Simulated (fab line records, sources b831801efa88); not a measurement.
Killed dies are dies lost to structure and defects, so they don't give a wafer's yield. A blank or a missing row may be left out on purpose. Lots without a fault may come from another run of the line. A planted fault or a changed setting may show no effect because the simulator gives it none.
A struck lot beside a sound one | flow sky130 | 23 steps out of a route of 708
Sound: wafers L624.1, L624.5, L624.6. Struck: wafers L640.3, L640.4, L640.6. The cause comes at the end.
At each step with rows: each side's tool, then ch and its chambers, then its first start. Under that, the readings that differ: sound wafers | struck wafers | difference of the means | sigmas: that difference in standard deviations of wafers without a fault.
alike: readings whose means differ by less than 2 such deviations, and words and numbers that are the same on both sides. not compared: withheld readings, readings that some wafer has no value for, bounds like >300 that may hide the same value, and numbers for which the record gives no deviation and whose values overlap.
The two part at a step that has a row with sigmas, a row that says differs or no value, or rows on one side only. Numbers that don't overlap but have no deviation are shown without sigmas and don't part them. A reading that every wafer of one side lacks parts them only if that side has two wafers or more.

first, 2 steps without rows for these wafers: SKY_POLY_GATE_CLEAN_19 (cleans in SC1/SC2, time 150 s); SKY_POLY_GATE_OXIDATION_20 (stabilise 600 s, purge 300 s, target thk 4 nm).
SKY_POLY_GATE_THK_MEAS_21:
  sound on film_metro-03, day 17 13:53; struck on film_metro-02, day 22 08:20
  reading                      | sound          | struck         | difference | sigmas
  POLY_GATE_OXIDATION_THK (nm) | 4.12 4.14 4.13 | 3.84 3.84 3.76 | -0.32      | -3
SKY_POLY_GATE_CD_MEAS_22:
  sound on cd_sem-02, day 17 13:56; struck on cd_sem-01, day 22 08:25
  alike: cd_nm
then, 7 steps without rows for these wafers: SKY_LDD_N_DEHYDRATE_00 (time 60 s); SKY_LDD_N_HMDS_01 (prime time 60 s); SKY_LDD_N_COAT_02 (resist thk 300 nm); SKY_LDD_N_SOFTBAKE_03 (time 60 s); SKY_LDD_N_EXPOSE_04 (exposes mask NTM, target cd 840 nm); SKY_LDD_N_PEB_05; SKY_LDD_N_DEVELOP_06 (develop time 60 s).
SKY_LDD_N_OVL_MEAS_07:
  sound on overlay-01, day 18 19:40; struck on overlay-01, day 23 14:25
  alike: LDD_N_OVL
SKY_LDD_N_IMPLANT_08:
  sound on implanter-04 ch 0, day 18 19:42; struck on implanter-01 ch 0, day 23 14:30
  reading                          | sound                     | struck                         | difference | sigmas
  beam_on_s (s)                    | 10.14 10.01 10.17         | 12.43 12.38 12.89              | +2.46      | +14
  end_station_pressure_torr (Torr) | 5.46e-06 5.18e-06 5.5e-06 | 9.469e-05 9.947e-05 0.00011289 | +9.697e-05 | +99 or more
  faraday_current_uA               | 416 423 415               | 342 345 332                    | -78        | -11
then, 7 steps without rows for these wafers: SKY_LDD_N_IMPLANT_09; SKY_LDD_N_IMPLANT_10; SKY_LDD_N_IMPLANT_11; SKY_LDD_N_IMPLANT_12; SKY_LDD_N_IMPLANT_13; SKY_LDD_N_IMPLANT_14; SKY_LDD_N_IMPLANT_15.
SKY_LDD_N_STRIP_16: strips in O2/N2.
  sound on plasma_asher-04 ch 0,1, day 18 20:54; struck on plasma_asher-04 ch 0,1, day 23 15:41
  reading                      | sound             | struck            | difference | sigmas
  strip_time_to_endpoint_s (s) | 4.325 4.306 4.331 | 4.370 4.378 4.365 | +0.050     | +3
  alike: drypump_motor_current_A, oes_product_au
  not compared: rf_hours_counter_h
SKY_LDD_N_TW_MEAS_17:
  sound on film_metro-01, day 18 21:00; struck on film_metro-03, day 23 15:46
  reading  | sound          | struck         | difference | sigmas
  LDD_N_TW | 2595 2575 2586 | 2634 2632 2642 | +51        | +3
-- the record jumps here: 26 days lie between the struck wafers' starts before and after (it left off in module LDD_N and takes up again in module PAD_OPEN, whose first step shown is number 708 of the route) --
SKY_PAD_OPEN_PROBE_99:
  sound on prober-02, day 46 14:43; struck on prober-02, day 49 17:30
  reading                     | sound             | struck            | difference | sigmas
  model.etest.tip_n.rs_ohm_sq | 446.9 445.7 443.6 | 427.3 422.6 423.3 | -21.0      |
  alike: killed_at_M0_to_M3, killed_at_M4_up, killed_at_contacts, killed_at_front_end, killed_at_other, killed_dies, killed_open, killed_short

WHERE THEY PART
First at SKY_POLY_GATE_THK_MEAS_21; last, within this record, at SKY_LDD_N_TW_MEAS_17. Later steps at which nothing parts them and some readings are alike: SKY_PAD_OPEN_PROBE_99.

WHY: what the simulator had put in
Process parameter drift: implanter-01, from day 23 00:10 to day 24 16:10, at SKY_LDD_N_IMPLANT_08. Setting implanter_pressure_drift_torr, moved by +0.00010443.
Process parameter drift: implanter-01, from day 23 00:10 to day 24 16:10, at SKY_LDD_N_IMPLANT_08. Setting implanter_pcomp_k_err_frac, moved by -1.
